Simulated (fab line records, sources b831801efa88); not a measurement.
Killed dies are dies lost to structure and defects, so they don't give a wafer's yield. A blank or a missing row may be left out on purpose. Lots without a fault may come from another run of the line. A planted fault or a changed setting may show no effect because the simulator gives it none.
fab line records | flow gf180mcu | part 1 of 2: steps 1 to 30 of 40
record lots=5 wafers=15 last_day=34
route steps=602 shown HV_LDD@225 NSD@235 PSD@248 SAB@264
lots that met no fault: from a run of the same line without faults
start_h: hours from the record's first day to the start of the lot's first wafer shown | wait_h: hours since the lot's step before | " the same as in the row above | L1.1+2: a row that stands for several wafers | - no value, or no start given | * or withheld: withheld | < > ~ a bound
route shown NAME@n: a module of which the file shows steps, and the number in the route of the first | usual: mean/standard deviation of fault-free wafers | same: alike in all rows | chamber/n: place in a boat | sites: the reading at each site | _std_site: their standard deviation | _edge_site: outer sites' mean less inner sites' | radius_mm: how far each site lies from the wafer's centre | mask NAME#n: copy n | behind: the tool/chamber that last shaped the wafer | hold: why the lot was held/for how many hours/how that ended | device: the transistor (n, p or np) that didn't switch | end of line: the same wafers' tests at the end of the route | a step without rows: its recipe alone | killed: dies lost to structure and defects at the first sort, not the wafer's yield | map: a wafer's dies, x killed, . not, _ none there
set.NAME: the setting as run; set.NAME@STEP: as run at that earlier step | model.NAME: the simulator's own value behind a step, which no gauge read
lots at some steps of the route; a table a step, a row a wafer
services: from which hour (start_h, from the record's first day; less than 0 if before it) a tool's chamber was out of use, for how many hours, and why
## steps
# step GF_HV_LDD_STRIP_49
# recipe chemistry=O2/N2 power_w=1400 pressure_mtorr=1500 platen_temp_c=250 o2_flow_sccm=3000 n2_flow_sccm=300 overash_fraction=0.5
# usual drypump_motor_current_A=5.68/0.29 heater_power_w=350/25 oes_product_au=0.716/0.0047 strip_time_to_endpoint_s=12.65/0.036
# columns lot.wafer tool chamber start_h wait_h drypump_motor_current_A heater_power_w oes_product_au rf_hours_counter_h strip_time_to_endpoint_s
L074.2 plasma_asher-01 0 273.72 0.1 5.99 313 0.714 65 12.65
L074.3 " 1 " " 5.64 361 0.713 - 12.70
L074.5 " 1 " " 5.67 368 0.720 - 12.61
L082.3 plasma_asher-01 0 343.80 0.1 6.02 308 0.725 - 12.65
L082.5 " 1 " " 5.69 361 0.714 - 12.69
L082.6 " 0 " " 5.97 307 0.707 - 12.69
L086.4 plasma_asher-01 1 374.80 0.1 5.67 370 0.717 - 12.72
L086.5 " 0 " " 5.98 310 0.710 - 12.67
L086.6 " 1 " " 5.68 373 0.729 - 12.68
L093.1 plasma_asher-01 0 429.31 0.1 5.96 311 0.719 82 12.65
L093.3 " 1 " " 5.69 374 0.717 - 12.62
L093.5 " 1 " " 5.67 373 0.717 - 12.60
L097.1 plasma_asher-04 0 458.22 0.1 5.94 393 0.712 3 12.66
L097.2 " 1 " " 5.24 371 0.713 3 12.64
L097.5 " 0 " " 5.97 390 0.715 - 12.66
# step GF_HV_LDD_TW_MEAS_50
# usual HV_LDD_4_TW=573/5.5
# columns lot.wafer tool chamber start_h wait_h HV_LDD_4_TW
L074.2 film_metro-02 - 273.83 0.1 579
L074.3 " - " " 579
L074.5 " - " " 579
L082.3 film_metro-02 - 343.89 0.1 581
L082.5 " - " " 579
L082.6 " - " " 580
L086.4 film_metro-01 - 374.89 0.1 566
L086.5 " - " " 568
L086.6 " - " " 569
L093.1 film_metro-02 - 429.41 0.1 581
L093.3 " - " " 579
L093.5 " - " " 583
L097.1 film_metro-01 - 458.32 0.1 568
L097.2 " - " " 567
L097.5 " - " " 568
# step GF_HV_LDD_CLEAN_51
# recipe chemistry=SC1/SC2 mix=1:4:20 temp_c=70 time_s=150 dry=n2_spin
# columns lot.wafer tool chamber start_h wait_h
L074.2+3+5 wet_bench-01 2 273.88 0.0
L082.3+5+6 wet_bench-04 3 343.93 0.0
L086.4+5+6 wet_bench-01 1 374.92 0.0
L093.1+3+5 wet_bench-04 0 429.47 0.1
L097.1+2+5 wet_bench-04 0 458.38 0.1
# step GF_HV_LDD_RTA_52
# recipe temp_c=1000 time_s=10 ambient=N2
# usual lamp_power_pct=34.7/2.7 wafer_temp_C_max=1003.8/0.85
# columns lot.wafer tool chamber start_h wait_h lamp_power_pct wafer_temp_C_max
L074.2 rtp_anneal-01 0 273.94 0.0 36.6 1002.2
L074.3 " 0 " " 36.6 1004.5
L074.5 " 0 " " 36.6 1003.8
L082.3 rtp_anneal-01 0 344.05 0.0 36.6 1002.7
L082.5 " 0 " " 36.6 1003.1
L082.6 " 0 " " 36.6 1002.9
L086.4 rtp_anneal-02 0 375.01 0.0 30.9 1006.1
L086.5 " 0 " " 30.9 1004.2
L086.6 " 0 " " 30.9 1004.4
L093.1 rtp_anneal-01 0 429.58 0.0 36.6 1003.8
L093.3 " 0 " " 36.7 1003.1
L093.5 " 0 " " 36.7 1003.1
L097.1 rtp_anneal-01 0 458.43 0.0 36.7 1003.4
L097.2 " 0 " " 36.6 1003.8
L097.5 " 0 " " 36.6 1003.5
# step GF_HV_LDD_RS_MEAS_53
# recipe thk_meas_gauge=four-point-probe
# usual HV_LDD_RS=417.8/1.1
# columns lot.wafer tool chamber start_h wait_h HV_LDD_RS[ohm/sq]
L074.2 film_metro-04 - 274.02 0.1 415.1
L074.3 " - " " 415.7
L074.5 " - " " 416.5
L082.3 film_metro-02 - 344.13 0.1 418.2
L082.5 " - " " 417.7
L082.6 " - " " 419.0
L086.4 film_metro-01 - 375.10 0.1 419.3
L086.5 " - " " 418.8
L086.6 " - " " 419.7
L093.1 film_metro-01 - 429.65 0.1 417.3
L093.3 " - " " 417.4
L093.5 " - " " 416.7
L097.1 film_metro-04 - 458.49 0.1 416.5
L097.2 " - " " 417.0
L097.5 " - " " 417.5
# step GF_HV_LDD_CVD_54
# recipe material=SiO2 target_thk_nm=10 precursor=TEOS temp_c=680 time_s=75 pressure_mtorr=400
# usual zone_power_centre_pct=10.9/0.37
# columns lot.wafer tool chamber start_h wait_h zone_power_centre_pct
L074.2 lpcvd-01 1 274.12 0.1 10.7
L074.3 " 1 " " 10.7
L074.5 " 1 " " 10.6
L082.3 lpcvd-01 1 344.21 0.1 10.8
L082.5 " 1 " " 10.7
L082.6 " 1 " " 10.6
L086.4 lpcvd-01 1 375.16 0.0 10.6
L086.5 " 1 " " 10.7
L086.6 " 1 " " 10.6
L093.1 lpcvd-02 1 429.77 0.1 11.2
L093.3 " 1 " " 10.8
L093.5 " 1 " " 11.3
L097.1 lpcvd-01 0 458.61 0.1 10.4
L097.2 " 0 " " 10.5
L097.5 " 0 " " 10.5
# step GF_HV_LDD_THK_MEAS_55
# recipe reads=SiO2_of_HV_LDD_CVD_54
# usual HV_LDD_CVD_54_THK=10.01/0.14
# columns lot.wafer tool chamber start_h wait_h HV_LDD_CVD_54_THK[nm]
L074.2 film_metro-01 - 275.15 0.0 9.95
L074.3 " - " " 9.99
L074.5 " - " " 9.99
L082.3 film_metro-01 - 345.25 0.0 9.82
L082.5 " - " " 9.79
L082.6 " - " " 9.95
L086.4 film_metro-01 - 376.21 0.0 9.90
L086.5 " - " " 10.00
L086.6 " - " " 10.01
L093.1 film_metro-04 - 430.79 0.0 10.17
L093.3 " - " " 10.10
L093.5 " - " " 10.21
L097.1 film_metro-04 - 459.63 0.0 9.91
L097.2 " - " " 10.11
L097.5 " - " " 10.03
# step GF_HV_LDD_CVD_56
# recipe material=Si3N4 precursor=DCS/NH3 target_thk_nm=90 temp_c=770 time_s=1543 pressure_mtorr=250
# usual zone_power_centre_pct=13.9/0.43
# columns lot.wafer tool chamber start_h wait_h zone_power_centre_pct
L074.2 lpcvd-01 0 275.20 0.0 13.5
L074.3 " 0 " " 13.5
L074.5 " 0 " " 13.2
L082.3 lpcvd-01 1 345.29 0.0 13.3
L082.5 " 1 " " 13.3
L082.6 " 1 " " 13.2
L086.4 lpcvd-02 0 376.24 0.0 14.5
L086.5 " 0 " " 14.2
L086.6 " 0 " " 14.4
L093.1 lpcvd-01 1 430.85 0.1 13.5
L093.3 " 1 " " 13.7
L093.5 " 1 " " 13.5
L097.1 lpcvd-02 1 459.69 0.1 14.1
L097.2 " 1 " " 14.2
L097.5 " 1 " " 14.0
# step GF_HV_LDD_THK_MEAS_57
# recipe reads=Si3N4_of_HV_LDD_CVD_56
# usual HV_LDD_CVD_56_THK=90.0/0.77
# columns lot.wafer tool chamber start_h wait_h HV_LDD_CVD_56_THK[nm]
L074.2 film_metro-04 - 276.64 0.0 89.5
L074.3 " - " " 89.0
L074.5 " - " " 89.2
L082.3 film_metro-02 - 346.74 0.0 91.9
L082.5 " - " " 90.5
L082.6 " - " " 91.8
L086.4 film_metro-01 - 377.70 0.0 89.3
L086.5 " - " " 89.6
L086.6 " - " " 89.8
L093.1 film_metro-02 - 432.28 0.0 88.6
L093.3 " - " " 88.8
L093.5 " - " " 88.7
L097.1 film_metro-04 - 461.12 0.0 90.1
L097.2 " - " " 89.7
L097.5 " - " " 89.7
# step GF_HV_LDD_ETCHBACK_58
# recipe chemistry=CH3F/O2 target=Si3N4 stop_on=SiO2 source_w=400 bias_w=80 pressure_mtorr=25 ch3f_flow_sccm=40 O2_flow_sccm=30 time_s=100 target_depth_a=900
# usual drypump_motor_current_A=5.61/0.21 oes_product_au=0.842/0.0062 throttle_valve_pct=10.561/0.0089
# columns lot.wafer tool chamber start_h wait_h drypump_motor_current_A oes_product_au rf_hours_counter_h throttle_valve_pct
L074.2 rie_diel-04 1 276.69 0.0 5.69 0.848 120 10.551
L074.3 " 2 " " 5.23 0.833 53 10.551
L074.5 " 1 " " 5.70 0.835 - 10.550
L082.3 rie_diel-02 2 346.78 0.0 5.38 0.854 9 10.558
L082.5 " 2 " " 5.40 0.852 - 10.573
L082.6 " 1 " " 5.58 0.852 - 10.568
L086.4 rie_diel-04 1 377.73 0.0 5.71 0.841 0 10.573
L086.5 " 0 " " 5.81 0.847 - 10.567
L086.6 " 3 " " 5.74 0.845 - 10.569
L093.1 rie_diel-04 0 432.34 0.1 5.81 0.838 18 10.568
L093.3 " 1 " " 5.70 0.836 2 10.549
L093.5 " 3 " " 5.75 0.840 - 10.562
L097.1 rie_diel-02 0 461.18 0.1 5.52 0.844 98 10.564
L097.2 " 2 " " 5.42 0.848 12 10.551
L097.5 " 0 " " 5.49 0.840 - 10.562
# step GF_NSD_DEHYDRATE_00
# recipe temp_c=200 time_s=60
# usual heater_power_total_W=160.36/0.12 plate_temp_C=200.05/0.15
# columns lot.wafer tool chamber start_h wait_h heater_power_total_W plate_temp_C
L074.2 litho_track-02 0 285.94 9.2 160.17 199.87
L074.3 " 0 " " 160.36 199.92
L074.5 " 0 " " 160.33 200.09
L082.3 litho_track-03 0 357.36 10.5 160.18 199.97
L082.5 " 0 " " 160.13 200.06
L082.6 " 0 " " 160.24 199.90
L086.4 litho_track-02 0 388.64 10.9 160.57 199.82
L086.5 " 0 " " 160.39 199.62
L086.6 " 0 " " 160.53 199.97
L093.1 litho_track-01 0 443.76 11.4 160.20 199.95
L093.3 " 0 " " 160.32 200.07
L093.5 " 0 " " 160.41 199.97
L097.1 litho_track-03 0 472.61 11.4 160.54 200.09
L097.2 " 0 " " 160.25 200.22
L097.5 " 0 " " 160.36 200.18
# step GF_NSD_HMDS_01
# recipe prime_time_s=60 prime_temp_c=120
# columns lot.wafer tool chamber start_h wait_h
L074.2+3+5 litho_track-02 0 286.09 0.1
L082.3+5+6 litho_track-03 0 357.51 0.1
L086.4+5+6 litho_track-02 0 388.79 0.1
L093.1+3+5 litho_track-01 0 443.91 0.1
L097.1+2+5 litho_track-03 0 472.76 0.1
# step GF_NSD_COAT_02
# recipe resist=NOVOLAK spin_rpm=3000 resist_thk_nm=1000
# columns lot.wafer tool chamber start_h wait_h
L074.2+3+5 litho_track-02 0 286.24 0.1
L082.3+5+6 litho_track-03 0 357.66 0.1
L086.4+5+6 litho_track-02 0 388.94 0.1
L093.1+3+5 litho_track-01 0 444.06 0.1
L097.1+2+5 litho_track-03 0 472.91 0.1
# step GF_NSD_SOFTBAKE_03
# recipe temp_c=90 time_s=60 resist=NOVOLAK
# usual heater_power_total_W=56.60/0.047 plate_temp_C=90.01/0.13
# columns lot.wafer tool chamber start_h wait_h heater_power_total_W plate_temp_C
L074.2 litho_track-02 0 286.39 0.1 56.64 90.21
L074.3 " 0 " " 56.63 90.15
L074.5 " 0 " " 56.57 90.09
L082.3 litho_track-03 0 357.81 0.1 56.55 90.24
L082.5 " 0 " " 56.59 89.99
L082.6 " 0 " " 56.62 89.83
L086.4 litho_track-02 0 389.09 0.1 56.57 89.98
L086.5 " 0 " " 56.64 90.17
L086.6 " 0 " " 56.57 89.93
L093.1 litho_track-01 0 444.21 0.1 56.60 89.93
L093.3 " 0 " " 56.58 89.99
L093.5 " 0 " " 56.60 90.01
L097.1 litho_track-03 0 473.06 0.1 56.61 90.35
L097.2 " 0 " " 56.61 90.14
L097.5 " 0 " " 56.64 90.35
# step GF_NSD_EXPOSE_04
# recipe mask_id=Nplus target_cd_nm=400 na=0.6 source_shape=conventional sigma_outer=0.6 dose_mj=140
# columns lot.wafer tool chamber start_h wait_h mask
L074.2+3+5 iline_stepper-02 0 - - Nplus#0
L082.3+5+6 iline_stepper-01 0 - - Nplus#0
L086.4+5+6 iline_stepper-02 0 - - Nplus#0
L093.1+3+5 iline_stepper-01 0 - - Nplus#0
L097.1+2+5 iline_stepper-02 0 - - Nplus#0
# step GF_NSD_PEB_05
# recipe temp_c=withheld time_s=* resist=NOVOLAK
# columns lot.wafer tool chamber start_h wait_h
L074.2+3+5 litho_track-03 0 - -
L082.3+5+6 litho_track-03 0 - -
L086.4+5+6 litho_track-03 0 - -
L093.1+3+5 litho_track-01 0 - -
L097.1+2+5 litho_track-01 0 - -
# step GF_NSD_DEVELOP_06
# recipe develop_time_s=60 dev_temp_c=23
# columns lot.wafer tool chamber start_h wait_h
L074.2+3+5 litho_track-03 0 296.19 0.1
L082.3+5+6 litho_track-03 0 368.26 0.1
L086.4+5+6 litho_track-03 0 399.44 0.1
L093.1+3+5 litho_track-01 0 455.86 0.1
L097.1+2+5 litho_track-01 0 485.01 0.1
# step GF_NSD_CD_MEAS_07
# recipe target_cd_nm=400
# usual cd_nm=400.6/2.1
# columns lot.wafer tool chamber start_h wait_h cd_nm
L074.2 cd_sem-02 - 296.33 0.1 402.8
L074.3 " - " " 404.4
L074.5 " - " " 404.5
L082.3 cd_sem-01 - 368.40 0.1 400.7
L082.5 " - " " 400.7
L082.6 " - " " 400.8
L086.4 cd_sem-02 - 399.57 0.1 402.1
L086.5 " - " " 399.4
L086.6 " - " " 400.8
L093.1 cd_sem-01 - 456.01 0.1 405.3
L093.3 " - " " 404.5
L093.5 " - " " 404.2
L097.1 cd_sem-01 - 485.16 0.1 397.9
L097.2 " - " " 397.7
L097.5 " - " " 396.8
# step GF_NSD_OVL_MEAS_08
# usual NSD_OVL=-1.1/1.3
# columns lot.wafer tool chamber start_h wait_h NSD_OVL[nm]
L074.2 overlay-02 - 296.44 0.1 -2.6
L074.3 " - " " -0.8
L074.5 " - " " -1.2
L082.3 overlay-02 - 368.50 0.1 -2.2
L082.5 " - " " -0.9
L082.6 " - " " -2.8
L086.4 overlay-01 - 399.65 0.1 -1.4
L086.5 " - " " -3.5
L086.6 " - " " -1.8
L093.1 overlay-01 - 456.13 0.1 -2.8
L093.3 " - " " -2.7
L093.5 " - " " -1.8
L097.1 overlay-01 - 485.28 0.1 -1.3
L097.2 " - " " -0.9
L097.5 " - " " -2.7
# step GF_NSD_IMPLANT_09
# recipe species=As energy_kev=60 dose_cm2=4e+15 tilt_deg=7
# columns lot.wafer tool chamber start_h wait_h
L074.2+3+5 implanter-03 0 296.50 0.0
L082.3+5+6 implanter-04 0 368.57 0.1
L086.4+5+6 implanter-01 0 399.74 0.1
L093.1+3+5 implanter-03 0 456.17 0.0
L097.1+2+5 implanter-03 0 485.32 0.0
# step GF_NSD_IMPLANT_10
# recipe species=P energy_kev=40 dose_cm2=5e+14 tilt_deg=7
# columns lot.wafer tool chamber start_h wait_h
L074.2+3+5 implanter-03 0 296.65 0.1
L082.3+5+6 implanter-04 0 368.72 0.1
L086.4+5+6 implanter-01 0 399.89 0.1
L093.1+3+5 implanter-03 0 456.32 0.1
L097.1+2+5 implanter-03 0 485.47 0.1
# step GF_NSD_STRIP_11
# recipe chemistry=O2/N2 power_w=1400 pressure_mtorr=1500 platen_temp_c=250 o2_flow_sccm=3000 n2_flow_sccm=300 overash_fraction=0.5
# usual drypump_motor_current_A=5.8/0.33 heater_power_w=350/27 oes_product_au=0.487/0.0046 strip_time_to_endpoint_s=22.97/0.036
# columns lot.wafer tool chamber start_h wait_h drypump_motor_current_A heater_power_w oes_product_au rf_hours_counter_h strip_time_to_endpoint_s
L074.2 plasma_asher-04 1 296.77 0.1 5.2 376 0.481 69 22.98
L074.3 " 1 " " 5.2 371 0.482 - 23.02
L074.5 " 0 " " 6.0 353 0.483 - 22.97
L082.3 plasma_asher-04 0 368.85 0.1 6.0 355 0.487 - 22.98
L082.5 " 1 " " 5.2 379 0.483 - 22.95
L082.6 " 0 " " 6.0 359 0.485 - 23.01
L086.4 plasma_asher-01 0 400.00 0.1 6.0 313 0.491 - 22.95
L086.5 " 0 " " 6.0 312 0.486 - 23.00
L086.6 " 1 " " 5.7 372 0.493 - 22.95
L093.1 plasma_asher-04 0 456.47 0.1 6.0 402 0.488 3 22.97
L093.3 " 1 " " 5.2 365 0.490 - 22.97
L093.5 " 1 " " 5.2 361 0.487 - 22.93
L097.1 plasma_asher-01 1 485.62 0.1 5.7 366 0.493 88 23.02
L097.2 " 0 " " 6.0 304 0.492 88 23.02
L097.5 " 1 " " 5.6 366 0.485 - 23.01
# step GF_NSD_TW_MEAS_12
# usual NSD_TW=4247/18
# columns lot.wafer tool chamber start_h wait_h NSD_TW
L074.2 film_metro-04 - 296.88 0.1 4280
L074.3 " - " " 4268
L074.5 " - " " 4275
L082.3 film_metro-01 - 368.94 0.1 4264
L082.5 " - " " 4235
L082.6 " - " " 4224
L086.4 film_metro-03 - 400.10 0.1 4241
L086.5 " - " " 4234
L086.6 " - " " 4233
L093.1 film_metro-04 - 456.57 0.1 4220
L093.3 " - " " 4245
L093.5 " - " " 4234
L097.1 film_metro-01 - 485.72 0.1 4245
L097.2 " - " " 4238
L097.5 " - " " 4259
# step GF_PSD_DEHYDRATE_00
# recipe temp_c=200 time_s=60
# usual heater_power_total_W=160.37/0.12 plate_temp_C=200.00/0.17
# columns lot.wafer tool chamber start_h wait_h heater_power_total_W plate_temp_C
L074.2 litho_track-01 0 306.69 9.8 160.09 199.95
L074.3 " 0 " " 160.56 200.06
L074.5 " 0 " " 160.57 199.99
L082.3 litho_track-04 0 379.61 10.7 160.17 200.10
L082.5 " 0 " " 160.27 200.27
L082.6 " 0 " " 160.25 200.09
L086.4 litho_track-04 0 411.48 11.4 160.30 200.22
L086.5 " 0 " " 160.26 200.30
L086.6 " 0 " " 160.46 200.15
L093.1 litho_track-03 0 468.11 11.5 160.58 199.84
L093.3 " 0 " " 160.19 199.89
L093.5 " 0 " " 160.30 199.85
L097.1 litho_track-03 0 497.11 11.4 160.39 200.08
L097.2 " 0 " " 160.28 200.24
L097.5 " 0 " " 160.35 200.07
# step GF_PSD_HMDS_01
# recipe prime_time_s=60 prime_temp_c=120
# columns lot.wafer tool chamber start_h wait_h
L074.2+3+5 litho_track-01 0 306.84 0.1
L082.3+5+6 litho_track-04 0 379.76 0.1
L086.4+5+6 litho_track-04 0 411.63 0.1
L093.1+3+5 litho_track-03 0 468.26 0.1
L097.1+2+5 litho_track-03 0 497.26 0.1
# step GF_PSD_COAT_02
# recipe resist=NOVOLAK spin_rpm=3000 resist_thk_nm=1000
# columns lot.wafer tool chamber start_h wait_h
L074.2+3+5 litho_track-01 0 306.99 0.1
L082.3+5+6 litho_track-04 0 379.91 0.1
L086.4+5+6 litho_track-04 0 411.78 0.1
L093.1+3+5 litho_track-03 0 468.41 0.1
L097.1+2+5 litho_track-03 0 497.41 0.1
# step GF_PSD_SOFTBAKE_03
# recipe temp_c=90 time_s=60 resist=NOVOLAK
# usual heater_power_total_W=56.60/0.044 plate_temp_C=90.01/0.13
# columns lot.wafer tool chamber start_h wait_h heater_power_total_W plate_temp_C
L074.2 litho_track-01 0 307.14 0.1 56.56 90.06
L074.3 " 0 " " 56.60 89.95
L074.5 " 0 " " 56.51 89.92
L082.3 litho_track-04 0 380.06 0.1 56.61 90.08
L082.5 " 0 " " 56.53 90.18
L082.6 " 0 " " 56.59 89.94
L086.4 litho_track-04 0 411.93 0.1 56.54 90.21
L086.5 " 0 " " 56.55 90.10
L086.6 " 0 " " 56.64 89.98
L093.1 litho_track-03 0 468.56 0.1 56.61 90.09
L093.3 " 0 " " 56.60 89.99
L093.5 " 0 " " 56.56 89.80
L097.1 litho_track-03 0 497.56 0.1 56.63 90.08
L097.2 " 0 " " 56.54 90.26
L097.5 " 0 " " 56.59 90.13
# step GF_PSD_EXPOSE_04
# recipe mask_id=Pplus target_cd_nm=400 na=0.6 source_shape=conventional sigma_outer=0.6 dose_mj=140
# columns lot.wafer tool chamber start_h wait_h mask
L074.2+3+5 iline_stepper-02 0 - - Pplus#0
L082.3+5+6 iline_stepper-02 0 - - Pplus#0
L086.4+5+6 iline_stepper-02 0 - - Pplus#0
L093.1+3+5 iline_stepper-02 0 - - Pplus#0
L097.1+2+5 iline_stepper-02 0 - - Pplus#0
# step GF_PSD_PEB_05
# recipe temp_c=withheld time_s=* resist=NOVOLAK
# columns lot.wafer tool chamber start_h wait_h
L074.2+3+5 litho_track-01 0 - -
L082.3+5+6 litho_track-03 0 - -
L086.4+5+6 litho_track-03 0 - -
L093.1+3+5 litho_track-03 0 - -
L097.1+2+5 litho_track-01 0 - -
# step GF_PSD_DEVELOP_06
# recipe develop_time_s=60 dev_temp_c=23
# columns lot.wafer tool chamber start_h wait_h
L074.2+3+5 litho_track-01 0 317.44 0.1
L082.3+5+6 litho_track-03 0 391.71 0.1
L086.4+5+6 litho_track-03 0 423.49 0.1
L093.1+3+5 litho_track-03 0 480.06 0.1
L097.1+2+5 litho_track-01 0 509.01 0.1
